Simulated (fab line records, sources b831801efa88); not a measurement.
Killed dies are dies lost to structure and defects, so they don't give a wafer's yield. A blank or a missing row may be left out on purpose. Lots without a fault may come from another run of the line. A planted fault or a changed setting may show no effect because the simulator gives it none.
fab line records | flow sky130
record lots=7 wafers=21 last_day=50
route steps=708 shown LOCAL_INTERCONNECT@402 CONTACT@406 PAD_OPEN@708
lots that met no fault: from a run of the same line without faults
start_h: hours from the record's first day to the start of the lot's first wafer shown | wait_h: hours since the lot's step before | " the same as in the row above | L1.1+2: a row that stands for several wafers | - no value, or no start given | * or withheld: withheld | < > ~ a bound
route shown NAME@n: a module of which the file shows steps, and the number in the route of the first | usual: mean/standard deviation of fault-free wafers | same: alike in all rows | chamber/n: place in a boat | sites: the reading at each site | _std_site: their standard deviation | _edge_site: outer sites' mean less inner sites' | radius_mm: how far each site lies from the wafer's centre | mask NAME#n: copy n | behind: the tool/chamber that last shaped the wafer | hold: why the lot was held/for how many hours/how that ended | device: the transistor (n, p or np) that didn't switch | end of line: the same wafers' tests at the end of the route | a step without rows: its recipe alone | killed: dies lost to structure and defects at the first sort, not the wafer's yield | map: a wafer's dies, x killed, . not, _ none there
set.NAME: the setting as run; set.NAME@STEP: as run at that earlier step | model.NAME: the simulator's own value behind a step, which no gauge read
lots at some steps of the route; a table a step, a row a wafer
services: from which hour (start_h, from the record's first day; less than 0 if before it) a tool's chamber was out of use, for how many hours, and why
## steps
# step SKY_LOCAL_INTERCONNECT_STRIP_15
# recipe chemistry=O2/N2 power_w=1400 pressure_mtorr=1500 platen_temp_c=withheld o2_flow_sccm=3000 n2_flow_sccm=300 overash_fraction=0.5
# usual drypump_motor_current_A=5.40/0.27 n2_flow_sccm=299.9/0.9 oes_product_au=0.427/0.0045 strip_time_to_endpoint_s=4.719/0.023
# columns lot.wafer tool chamber start_h wait_h drypump_motor_current_A n2_flow_sccm oes_product_au rf_hours_counter_h strip_time_to_endpoint_s
L462.3 plasma_asher-02 1 794.89 0.1 5.89 301.0 0.422 - 4.740
L462.4 " 0 " " 5.14 299.1 0.429 - 4.760
L462.6 " 0 " " 5.12 300.5 0.429 - 4.718
L465.2 plasma_asher-01 0 807.26 0.0 5.56 299.4 0.427 38 4.688
L465.3 " 0 " " 5.58 299.7 0.435 - 4.750
L465.5 " 1 " " 5.19 298.8 0.433 - 4.738
L466.3 plasma_asher-01 1 826.52 0.1 5.17 299.9 0.430 - 4.755
L466.4 " 0 " " 5.57 300.8 0.430 - 4.736
L466.5 " 0 " " 5.55 298.3 0.424 - 4.737
L467.2 plasma_asher-04 0 826.91 0.0 5.12 299.6 0.429 102 4.719
L467.5 " 1 " " 5.66 298.9 0.430 - 4.699
L467.6 " 0 " " 5.11 298.5 0.429 - 4.731
L470.2 plasma_asher-01 1 841.11 0.0 5.22 301.0 0.436 40 4.721
L470.3 " 0 " " 5.57 299.6 0.420 - 4.702
L470.6 " 0 " " 5.58 298.9 0.432 - 4.725
L471.2 plasma_asher-02 0 851.21 0.0 5.11 299.2 0.422 10 4.710
L471.3 " 0 " " 5.11 299.3 0.424 - 4.675
L471.4 " 1 " " 5.88 300.4 0.429 - 4.708
L476.3 plasma_asher-01 1 882.08 0.1 5.19 300.5 0.423 - 4.759
L476.4 " 0 " " 5.55 299.5 0.434 - 4.726
L476.5 " 1 " " 5.18 300.2 0.425 - 4.766
# step SKY_LOCAL_INTERCONNECT_STRIP_16
# recipe chemistry=post_etch_residue_remover time_s=1200 temp_c=72.5
# step SKY_LOCAL_INTERCONNECT_CLEAN_17
# recipe chemistry=IPA time_s=180 temp_c=25
# step SKY_LOCAL_INTERCONNECT_CLEAN_18
# recipe chemistry=O3/DIW dry=n2_spin
# step SKY_CONTACT_CVD_00
# recipe material=Si3N4 target_thk_nm=75 temp_c=400 time_s=withheld rf_w=450
# usual heater_power_w=694/140
# columns lot.wafer tool chamber start_h wait_h heater_power_w
L462.3 pecvd-01 0 795.49 0.0 700
L462.4 " 1 " " 740
L462.6 " 0 " " 710
L465.2 pecvd-03 0 807.89 0.0 678
L465.3 " 1 " " 697
L465.5 " 2 " " 837
L466.3 pecvd-02 0 827.09 0.0 544
L466.4 " 2 " " 628
L466.5 " 1 " " 941
L467.2 pecvd-03 0 827.51 0.0 670
L467.5 " 0 " " 666
L467.6 " 2 " " 991
L470.2 pecvd-01 1 841.70 0.0 763
L470.3 " 2 " " 505
L470.6 " 1 " " 793
L471.2 pecvd-03 0 851.89 0.0 616
L471.3 " 2 " " 942
L471.4 " 2 " " 940
L476.3 pecvd-02 1 882.68 0.0 832
L476.4 " 0 " " 536
L476.5 " 2 " " 609
# step SKY_CONTACT_THK_MEAS_01
# recipe reads=Si3N4_of_CONTACT_CVD_00
# usual CONTACT_CVD_00_THK=75.0/1.2
# columns lot.wafer tool chamber start_h wait_h CONTACT_CVD_00_THK[nm]
L462.3 film_metro-04 - 795.54 - 73.5
L462.4 " - " " 73.6
L462.6 " - " " 74.8
L465.2 film_metro-01 - 807.93 - 75.3
L465.3 " - " " 74.7
L465.5 " - " " 75.4
L466.3 film_metro-02 - 827.15 - 75.4
L466.4 " - " " 75.5
L466.5 " - " " 76.4
L467.2 film_metro-04 - 827.57 - 74.5
L467.5 " - " " 75.5
L467.6 " - " " 74.1
L470.2 film_metro-02 - 841.74 - 73.3
L470.3 " - " " 73.9
L470.6 " - " " 74.8
L471.2 film_metro-02 - 851.93 - 75.0
L471.3 " - " " 73.9
L471.4 " - " " 74.8
L476.3 film_metro-02 - 882.73 - 74.2
L476.4 " - " " 74.9
L476.5 " - " " 75.3
# step SKY_CONTACT_HDPCVD_02
# recipe material=SiO2 target_thk_nm=565 sigma_open_frac=0.3 time_s=94.2 temp_c=600 sih4_flow_sccm=60 pressure_mtorr=6
# step SKY_CONTACT_THK_MEAS_03
# recipe reads=SiO2_of_CONTACT_HDPCVD_02
# usual CONTACT_HDPCVD_THK=565/7
# columns lot.wafer tool chamber start_h wait_h CONTACT_HDPCVD_THK[nm]
L462.3 film_metro-01 - 795.67 0.1 564
L462.4 " - " " 570
L462.6 " - " " 559
L465.2 film_metro-02 - 808.06 0.0 550
L465.3 " - " " 564
L465.5 " - " " 557
L466.3 film_metro-02 - 827.27 0.1 568
L466.4 " - " " 569
L466.5 " - " " 570
L467.2 film_metro-04 - 827.70 0.0 569
L467.5 " - " " 561
L467.6 " - " " 569
L470.2 film_metro-01 - 841.87 0.0 576
L470.3 " - " " 566
L470.6 " - " " 578
L471.2 film_metro-04 - 852.06 0.0 563
L471.3 " - " " 556
L471.4 " - " " 555
L476.3 film_metro-01 - 882.86 0.1 558
L476.4 " - " " 552
L476.5 " - " " 562
# step SKY_CONTACT_CMP_04
# recipe material=SiO2 down_force_psi=4 platen_rpm=60 pad_velocity_m_s=0.94248
# usual motor_current_A=12.4/1.2 platen_rpm=60.00/0.04 slurry_flow_ml_min=150.0/0.46 time_to_endpoint_s=85/4.5
# columns lot.wafer tool chamber start_h wait_h motor_current_A platen_rpm slurry_flow_ml_min time_to_endpoint_s
L462.3 cmp-02 0 795.71 0.0 11.0 59.99 149.5 84
L462.4 " 2 " " 13.0 59.98 150.2 87
L462.6 " 1 " " 14.3 59.97 150.1 76
L465.2 cmp-01 3 808.16 0.1 11.8 60.01 149.6 86
L465.3 " 1 " " 11.0 59.95 150.3 89
L465.5 " 3 " " 12.0 59.97 149.8 87
L466.3 cmp-02 3 827.31 0.0 13.4 59.99 149.4 85
L466.4 " 0 " " 11.0 60.07 149.8 86
L466.5 " 0 " " 10.5 60.01 150.4 85
L467.2 cmp-01 2 827.80 0.1 12.4 59.96 149.9 87
L467.6 " 1 " " 11.3 60.00 150.3 90
L467.5 " 2 " " 11.6 60.08 149.2 84
L470.2 cmp-01 3 842.05 0.2 11.1 59.96 150.3 95
L470.3 " 0 " " 13.1 59.99 149.6 85
L470.6 " 1 " " 11.6 60.02 149.5 91
L471.2 cmp-02 0 852.11 0.0 11.0 59.95 149.8 83
L471.4 " 1 " " 14.4 59.98 149.1 79
L471.3 " 2 " " 13.5 60.02 150.4 81
L476.4 cmp-01 1 882.95 0.1 11.0 60.02 150.0 88
L476.3 " 3 " " 12.1 60.06 150.7 92
L476.5 " 0 " " 13.0 59.97 149.2 88
# step SKY_CONTACT_BOW_MEAS_05
# recipe mode=bow
# usual CONTACT_BOW=82/6.7
# columns lot.wafer tool chamber start_h wait_h CONTACT_BOW[um]
L462.3 film_metro-02 - 796.05 0.3 81
L462.4 " - " " 84
L462.6 " - " " 83
L465.2 film_metro-01 - 808.43 0.2 80
L465.3 " - " " 74
L465.5 " - " " 70
L466.3 film_metro-02 - 827.65 0.3 85
L466.4 " - " " 77
L466.5 " - " " 85
L467.2 film_metro-02 - 828.07 0.2 86
L467.5 " - " " 80
L467.6 " - " " 84
L470.2 film_metro-04 - 842.27 0.2 82
L470.3 " - " " 91
L470.6 " - " " 86
L471.2 film_metro-02 - 852.43 0.3 78
L471.3 " - " " 84
L471.4 " - " " 77
L476.3 film_metro-02 - 883.24 0.1 82
L476.4 " - " " 82
L476.5 " - " " 87
# step SKY_CONTACT_DEHYDRATE_06
# recipe temp_c=200 time_s=60
# step SKY_CONTACT_HMDS_07
# recipe prime_time_s=60 prime_temp_c=120
# step SKY_CONTACT_COAT_08
# recipe resist=BARC temp_c=withheld time_s=withheld spin_rpm=3000 resist_thk_nm=60
# usual spin_speed_rpm=2999.9/2.3
# columns lot.wafer tool chamber start_h wait_h spin_speed_rpm
L462.3 litho_track-03 0 808.73 0.1 3000.1
L462.4 " 0 " " 3000.1
L462.6 " 0 " " 2999.1
L465.2 litho_track-01 0 821.95 0.1 2997.3
L465.3 " 0 " " 2995.3
L465.5 " 0 " " 2996.9
L466.3 litho_track-04 0 840.04 0.1 3001.2
L466.4 " 0 " " 3001.3
L466.5 " 0 " " 2999.3
L467.2 litho_track-01 0 840.50 0.1 2950.7
L467.5 " 0 " " 2951.5
L467.6 " 0 " " 2951.0
L470.2 litho_track-01 0 855.60 0.1 2949.4
L470.3 " 0 " " 2953.2
L470.6 " 0 " " 2952.6
L471.2 litho_track-01 0 864.80 0.1 2948.6
L471.3 " 0 " " 2954.9
L471.4 " 0 " " 2950.9
L476.3 litho_track-03 0 895.38 0.1 3001.2
L476.4 " 0 " " 3000.5
L476.5 " 0 " " 3000.7
# step SKY_CONTACT_COAT_09
# recipe resist=KrF-thick spin_rpm=3000 resist_thk_nm=444.6
# step SKY_CONTACT_SOFTBAKE_10
# recipe temp_c=100 time_s=90 resist=KrF-thick
# step SKY_CONTACT_EXPOSE_11
# recipe mask_id=CTM1 na=0.8 source_shape=annular sigma_inner=0.55 sigma_outer=0.85 target_cd_nm=170 dose_mj=38
# step SKY_CONTACT_PEB_12
# recipe peb_temp_c=withheld peb_time_s=withheld resist=KrF-thick
# step SKY_CONTACT_DEVELOP_13
# recipe develop_time_s=60 resist=KrF-thick dev_temp_c=21
# step SKY_CONTACT_CD_MEAS_14
# recipe target_cd_nm=170
# usual cd_nm=170.1/1.4
# columns lot.wafer tool chamber start_h wait_h cd_nm
L462.3 cd_sem-02 - 823.18 - 169.2
L462.4 " - " " 168.1
L462.6 " - " " 168.3
L465.2 cd_sem-01 - 835.15 - 167.7
L465.3 " - " " 167.5
L465.5 " - " " 168.4
L466.3 cd_sem-01 - 854.42 - 172.2
L466.4 " - " " 169.8
L466.5 " - " " 172.2
L467.2 cd_sem-01 - 854.75 - 167.3
L467.5 " - " " 167.0
L467.6 " - " " 167.7
L470.2 cd_sem-01 - 868.35 - 170.4
L470.3 " - " " 170.2
L470.6 " - " " 169.3
L471.2 cd_sem-01 - 878.15 - 169.8
L471.3 " - " " 169.3
L471.4 " - " " 170.2
L476.3 cd_sem-01 - 909.37 - 171.1
L476.4 " - " " 169.9
L476.5 " - " " 170.5
# step SKY_CONTACT_OVL_MEAS_15
# usual CONTACT_OVL=4/5.6
# columns lot.wafer tool chamber start_h wait_h CONTACT_OVL[nm]
L462.3 overlay-02 - 823.27 0.1 8
L462.4 " - " " 11
L462.6 " - " " 16
L465.2 overlay-02 - 835.26 0.1 -1
L465.3 " - " " 3
L465.5 " - " " 0
L466.3 overlay-02 - 854.52 0.1 -2
L466.4 " - " " 4
L466.5 " - " " 1
L467.2 overlay-02 - 854.86 0.1 17
L467.5 " - " " 14
L467.6 " - " " 16
L470.2 overlay-02 - 868.46 0.1 -12
L470.3 " - " " -9
L470.6 " - " " -14
L471.2 overlay-01 - 878.26 0.1 8
L471.3 " - " " 2
L471.4 " - " " 12
L476.3 overlay-02 - 909.47 0.1 5
L476.4 " - " " 6
L476.5 " - " " 5
# step SKY_CONTACT_ETCH_16
# recipe chemistry=N2/H2 target=BARC ion_energy_ev=200 source_w=500 bias_w=100 pressure_mtorr=30 n2_flow_sccm=100 h2_flow_sccm=200 stop_on=SiO2 time_s=45.9 target_depth_a=600
# usual drypump_motor_current_A=5.7/0.38 n2_flow_sccm=100.01/0.3 oes_product_au=0.854/0.0048 throttle_valve_pct=13.224/0.0093
# columns lot.wafer tool chamber start_h wait_h drypump_motor_current_A n2_flow_sccm oes_product_au rf_hours_counter_h throttle_valve_pct model.etch.depth_nm
L462.3 rie_diel-04 3 823.29 0.0 6.0 100.11 0.858 11 13.243 60
L462.4 " 1 " " 6.0 99.58 0.850 19 13.223 59.83
L462.6 " 0 " " 6.2 99.77 0.856 - 13.228 59.75
L465.2 rie_diel-01 0 835.29 0.0 5.9 99.75 0.852 4 13.217 59.99
L465.3 " 1 " " 5.4 100.20 0.856 8 13.222 59.98
L465.5 " 2 " " 5.0 100.17 0.849 - 13.220 59.79
L466.3 rie_diel-02 1 854.54 0.0 5.5 99.86 0.854 13 13.222 60.02
L466.4 " 2 " " 5.1 99.84 0.860 11 13.229 59.97
L466.5 " 0 " " 5.9 99.89 0.854 - 13.231 59.87
L467.2 rie_diel-01 0 854.89 0.0 5.9 100.06 0.857 5 13.228 60.42
L467.5 " 0 " " 5.8 100.03 0.857 - 13.240 60.3
L467.6 " 1 " " 5.4 99.68 0.854 - 13.229 60.42
L470.2 rie_diel-04 2 868.49 0.0 5.8 99.65 0.853 1 13.213 60.4
L470.3 " 1 " " 6.0 99.74 0.857 20 13.217 60.51
L470.6 " 3 " " 6.0 99.64 0.859 - 13.234 60.26
L471.2 rie_diel-04 1 878.29 0.0 6.0 100.11 0.854 20 13.218 60.6
L471.3 " 3 " " 6.1 100.16 0.868 13 13.222 60.63
L471.4 " 1 " " 6.0 100.24 0.855 - 13.239 60.61
L476.3 rie_diel-04 1 909.49 0.0 6.0 100.09 0.860 22 13.234 60.2
L476.4 " 0 " " 6.1 99.56 0.857 3 13.217 60.37
L476.5 " 2 " " 5.9 100.32 0.860 - 13.218 60.3
# step SKY_CONTACT_ETCH_17
# recipe target=SiO2 chemistry=C4F8/O2/Ar stop_on=Si3N4 mask_material=KrF-thick source_w=1500 bias_w=1200 pressure_mtorr=40 c4f8_flow_sccm=withheld O2_flow_sccm=6 Ar_flow_sccm=300 time_s=withheld target_depth_a=3400
# usual oes_product_au=0.892/0.0047
# columns lot.wafer tool chamber start_h wait_h oes_product_au
L462.3 rie_diel-04 3 823.33 0.0 0.895
L462.4 " 1 " " 0.893
L462.6 " 0 " " 0.888
L465.2 rie_diel-01 0 835.33 0.0 0.899
L465.3 " 1 " " 0.891
L465.5 " 2 " " 0.893
L466.3 rie_diel-02 1 854.58 0.0 0.889
L466.4 " 2 " " 0.885
L466.5 " 0 " " 0.893
L467.2 rie_diel-01 0 854.93 0.0 0.900
L467.5 " 0 " " 0.896
L467.6 " 1 " " 0.895
L470.2 rie_diel-04 2 868.53 0.0 0.898
L470.3 " 1 " " 0.891
L470.6 " 3 " " 0.889
L471.2 rie_diel-04 1 878.33 0.0 0.894
L471.3 " 3 " " 0.887
L471.4 " 1 " " 0.897
L476.3 rie_diel-04 1 909.53 0.0 0.898
L476.4 " 0 " " 0.896
L476.5 " 2 " " 0.888
# step SKY_PAD_OPEN_PROBE_99
# usual killed_at_M0_to_M3=44/7.3 killed_at_M4_up=3.3/1.8 killed_at_contacts=24/5.3 killed_at_front_end=16/5 killed_at_other=0.2/0.51 killed_dies=87/10 killed_open=47/7.5 killed_short=40/6.3
# same gross_dies=492 killed_at_back_side=0
# columns lot.wafer tool chamber start_h wait_h killed_at_M0_to_M3 killed_at_M4_up killed_at_contacts killed_at_front_end killed_at_other killed_dies killed_open killed_short
L466.3 prober-01 - 1166.46 0.2 46 5 36 27 0 114 70 44
L466.4 prober-01 - 1166.51 0.2 50 1 17 21 0 89 53 36
L466.5 prober-01 - 1166.56 0.2 42 2 22 17 0 83 39 44
L467.2 prober-02 - 1167.50 0.1 44 4 22 14 2 86 46 39
L467.5 prober-02 - 1167.65 0.2 38 3 22 21 1 85 43 42
L467.6 prober-02 - 1167.70 0.2 58 3 20 16 0 97 56 41
L470.2 prober-01 - 1177.80 0.1 60 4 14 12 0 90 46 44
L470.3 prober-01 - 1177.85 0.2 49 4 24 11 0 88 44 44
L470.6 prober-01 - 1178.00 0.2 52 1 22 15 0 90 50 40
L471.2 prober-02 - 1182.31 0.1 40 2 29 11 0 82 46 36
L471.3 prober-02 - 1182.36 0.2 45 3 20 16 0 84 48 36
L471.4 prober-02 - 1182.41 0.2 35 9 27 13 0 84 44 40
L476.3 prober-01 - 1202.85 0.2 53 9 21 18 0 101 55 46
L476.4 prober-01 - 1202.90 0.2 43 1 37 13 0 94 57 37
L476.5 prober-01 - 1202.95 0.2 51 2 18 19 1 91 47 44
# killed by level:class
L466.3 CONTACT:geometric_particle:open=12 VIA2:geometric_particle:open=11 FIELD_ISO:geometric_particle:open=10 LI_CONTACT:geometric_particle:open=10 VIA1:geometric_particle:open=9 CONTACT:geometric_particle:short=7 VIA1:geometric_particle:short=7 FIELD_ISO:geometric_particle:short=6
L466.4 VIA1:geometric_particle:open=11 FIELD_ISO:geometric_particle:open=8 VIA3:geometric_particle:open=7 METAL1:geometric_particle:short=6 LI_CONTACT:geometric_particle:open=5 CONTACT:geometric_particle:open=5 VIA1:geometric_particle:short=5 VIA2:geometric_particle:open=5
L466.5 VIA3:geometric_particle:open=9 CONTACT:geometric_particle:open=9 FIELD_ISO:geometric_particle:short=5 POLY_GATE:geometric_particle:open=5 CONTACT:geometric_particle:short=5 METAL1:geometric_particle:short=5 VIA1:geometric_particle:open=5 METAL2:geometric_particle:short=5
L467.2 VIA3:geometric_particle:open=10 VIA1:geometric_particle:open=8 VIA3:geometric_particle:short=7 LI_CONTACT:geometric_particle:open=6 CONTACT:geometric_particle:open=6 METAL1:geometric_particle:short=6 VIA2:geometric_particle:open=4 FIELD_ISO:geometric_particle:open=3
L467.5 VIA1:geometric_particle:open=9 LI_CONTACT:geometric_particle:open=7 CONTACT:geometric_particle:open=7 POLY_GATE:geometric_particle:short=6 METAL1:geometric_particle:short=6 FIELD_ISO:geometric_particle:short=5 POLY_GATE:geometric_particle:open=5 VIA3:geometric_particle:short=4
L467.6 VIA1:geometric_particle:open=13 CONTACT:geometric_particle:open=9 VIA3:geometric_particle:open=8 METAL1:geometric_particle:short=7 VIA1:geometric_particle:short=7 VIA2:geometric_particle:open=7 METAL2:geometric_particle:short=7 FIELD_ISO:geometric_particle:open=5
L470.2 VIA1:geometric_particle:open=16 METAL1:geometric_particle:short=10 VIA2:geometric_particle:open=8 CONTACT:geometric_particle:open=6 VIA3:geometric_particle:open=5 VIA1:geometric_particle:short=5 METAL2:geometric_particle:short=5 FIELD_ISO:geometric_particle:short=4
L470.3 VIA1:geometric_particle:open=10 METAL2:geometric_particle:short=8 VIA2:geometric_particle:open=8 CONTACT:geometric_particle:open=7 LI_CONTACT:geometric_particle:open=6 VIA1:geometric_particle:short=6 VIA3:geometric_particle:open=6 METAL1:geometric_particle:short=5
L470.6 VIA1:geometric_particle:open=13 VIA3:geometric_particle:open=8 METAL2:geometric_particle:short=7 METAL1:geometric_particle:short=6 VIA2:geometric_particle:open=6 LI_CONTACT:geometric_particle:short=5 LOCAL_INTERCONNECT:geometric_particle:short=5 CONTACT:geometric_particle:open=5
L471.2 VIA1:geometric_particle:open=11 LI_CONTACT:geometric_particle:open=9 CONTACT:geometric_particle:open=9 CONTACT:geometric_particle:short=7 VIA3:geometric_particle:short=6 FIELD_ISO:geometric_particle:short=4 FIELD_ISO:geometric_particle:open=4 VIA2:geometric_particle:short=4
L471.3 VIA2:geometric_particle:open=12 METAL1:geometric_particle:short=8 LOCAL_INTERCONNECT:geometric_particle:short=7 VIA1:geometric_particle:open=7 FIELD_ISO:geometric_particle:open=6 CONTACT:geometric_particle:open=6 LI_CONTACT:geometric_particle:open=5 METAL2:geometric_particle:short=4
L471.4 CONTACT:geometric_particle:open=12 VIA1:geometric_particle:open=8 VIA3:geometric_particle:open=6 LI_CONTACT:geometric_particle:short=6 LI_CONTACT:geometric_particle:open=5 VIA2:geometric_particle:open=5 METAL4:geometric_particle:short=5 FIELD_ISO:geometric_particle:short=4
L476.3 METAL1:geometric_particle:short=11 VIA1:geometric_particle:open=10 CONTACT:geometric_particle:open=8 VIA3:geometric_particle:open=8 LI_CONTACT:geometric_particle:open=7 FIELD_ISO:geometric_particle:short=6 VIA1:geometric_particle:short=6 VIA2:geometric_particle:open=6
L476.4 CONTACT:geometric_particle:open=20 METAL1:geometric_particle:short=13 VIA2:geometric_particle:open=9 VIA1:geometric_particle:open=7 LI_CONTACT:geometric_particle:open=6 FIELD_ISO:geometric_particle:open=5 LOCAL_INTERCONNECT:geometric_particle:short=5 CONTACT:geometric_particle:short=5
L476.5 METAL1:geometric_particle:short=12 CONTACT:geometric_particle:open=10 VIA3:geometric_particle:open=8 VIA1:geometric_particle:open=7 FIELD_ISO:geometric_particle:short=6 FIELD_ISO:geometric_particle:open=5 POLY_GATE:geometric_particle:short=5 VIA2:geometric_particle:open=5
## services
# columns tool chamber start_h hours kind
cmp-02 - 772.91 6.7 repair
pecvd-03 2 774.98 2.1 scheduled_down
pecvd-02 - 777.21 0.8 pm
pecvd-02 0 794.77 4.6 repair
rie_diel-04 2 797.30 - clean
rie_diel-04 2 797.30 21.8 scheduled_down
rie_diel-04 2 797.30 21.8 vent_cycle
rie_diel-01 1 799.10 2.4 repair
cmp-01 - 805.76 1.3 repair
pecvd-03 1 818.12 - clean
pecvd-03 1 818.12 - consumable_replace:showerhead
plasma_asher-04 - 820.85 1.5 repair
rie_diel-04 0 828.41 6.8 repair
cmp-02 - 832.83 4.5 repair
plasma_asher-01 - 833.13 7.7 pm
cmp-02 - 837.77 9.1 pm
rie_diel-04 - 842.36 15.6 pm
plasma_asher-01 - 853.40 6.8 repair
cmp-01 - 857.19 9.5 pm
rie_diel-01 0 873.29 3.9 repair
pecvd-01 - 873.62 5.8 repair
pecvd-03 - 874.35 106.0 repair
rie_diel-04 2 877.99 6.4 repair
plasma_asher-01 - 880.03 0.5 repair
## key
first_sign step=SKY_CONTACT_COAT_08 reading=spin_speed_rpm direction=down sigmas=21 usual=2999.9 struck=2951.4
effect none on later readings
model_effect step=SKY_CONTACT_ETCH_16 value=etch.depth_nm without=59.97 struck=60.46
met_at SKY_CONTACT_COAT_08
struck_wafers L467.2,L467.5,L467.6,L470.2,L470.3,L470.6,L471.2,L471.3,L471.4
tester_left_out L467,L470,L471
onset_between 821.95 840.50
fault kind=process_parameter_drift tool=litho_track-01 chamber=- onset_h=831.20 steps=SKY_CONTACT_COAT_08 channel=spin_rpm offset=-48.271 shape=step end_h=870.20 acts_in=these_recipes_only stated=3000
# tester_left_out: of these lots the tester's yield and bins aren't shown, on N5 and GAA mostly nor the transistor test; their killed dies are dies lost to structure and defects alone, not to doping, threshold or leakage, so they don't give the yield
